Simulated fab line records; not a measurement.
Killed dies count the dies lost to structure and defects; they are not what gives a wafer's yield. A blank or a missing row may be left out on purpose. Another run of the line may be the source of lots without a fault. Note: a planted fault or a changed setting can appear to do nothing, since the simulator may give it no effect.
A single fault, viewed from 2 desks + flow gf180mcu + only its own numbers are on each desk; what lay behind them is given at the end

## AT THE METROLOGY DESK
Means of the sampled wafers that have a number, per lot and without regard to the tool the lot ran on: this is what the gauges read. The brackets show how far a lot's mean lies from the usual mean; more than 4 standard deviations puts the lot out of limits, marked OUT.
Columns: A = cd nm at GF_SAB_CD_MEAS_09, usual 420.0 nm; B = cd nm at GF_CONTACT_CD_MEAS_14, usual 220.2 nm
| lot  | first seen here | A     | B     |
|------|-----------------|-------|-------|
| L772 | day 14 08:13    | 421.4 | 219.1 |
| L773 | day 14 13:44    | 419.5 | 220.8 |
| L775 | day 15 09:11    | 418.1 | 220.6 |
| L778 | day 18 16:23    | 420.3 | 219.8 |
| L782 | day 18 23:43    | 422.9 | 219.7 |
| L781 | day 19 03:54    | 421.2 | 220.7 |
| L784 | day 19 06:53    | 421.8 | 218.6 |
| L786 | day 20 19:30    | 420.6 | 222.1 |
| L787 | day 20 21:21    | 418.3 | 221.9 |
| L788 | day 21 03:58    | 419.2 | 222.5 |
| L789 | day 21 16:16    | 418.1 | 219.9 |
| L790 | day 22 03:37    | 416.0 | 217.5 |
| L792 | day 22 20:31    | 422.7 | 217.7 |
| L791 | day 22 21:40    | 420.8 | 219.5 |
Result from this desk: across the 14 lots, nothing is out of limits.

## DESK OF THE TOOL OWNER: rtp anneal-02
At GF_SALICIDE_RTA_08 (time 30 s), the tool's own readings, given per lot that ran on this tool as the mean of the sampled wafers with a number. The brackets show how far a lot's mean lies from the usual mean; more than 4 standard deviations puts the lot out of limits, marked OUT.
Columns: A = lamp power pct at GF_SALICIDE_RTA_08, usual 17.3 %; B = run length s at GF_SALICIDE_RTA_08, usual 58.46 s; C = wafer_temp_C_max at GF_SALICIDE_RTA_08, usual 803.5
| lot  | first seen here | A    | B                       | C     |
|------|-----------------|------|-------------------------|-------|
| L772 | day 14 09:08    | 15.1 | 58.42                   | 803.3 |
| L773 | day 14 14:41    | 15.1 | 58.34                   | 803.2 |
| L775 | day 15 10:07    | 15.1 | 58.44                   | 802.8 |
| L778 | day 18 17:19    | 15.1 | 58.23                   | 803.2 |
| L782 | day 19 00:39    | 15.1 | 58.23                   | 804.2 |
| L784 | day 19 07:50    | 15.1 | 58.49                   | 803.0 |
| L786 | day 20 20:26    | 15.1 | 58.20                   | 802.7 |
| L787 | day 20 22:17    | 15.1 | 93.42 (+99 or more) OUT | 802.9 |
| L788 | day 21 04:53    | 15.1 | 93.16 (+99 or more) OUT | 803.1 |
This desk's verdict: out of limits on L787, L788, starting with L787 at day 20 22:17 (run length s at GF_SALICIDE_RTA_08). L772, L773, L775, L778, L782, L784, L786: within limits.

## TAKEN TOGETHER
On L787, L788, at day 20 22:17, an alarm was possible from the tool owner's desk.
The metrology desk saw nothing out of limits.
The metrology desk has L787, L788 on record, within its limits.
All the named lots went through GF_SALICIDE_RTA_08 on rtp anneal-02.

## WHAT THE SIMULATOR PUT IN
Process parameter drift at GF_SALICIDE_RTA_08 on rtp anneal-02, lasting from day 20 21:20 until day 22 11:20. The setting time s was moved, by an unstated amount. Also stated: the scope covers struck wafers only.
Shown lots that were struck: L787, L788.
Time in hours from fault onset to the first out-of-limits reading at each desk: the tool owner's desk, 1.
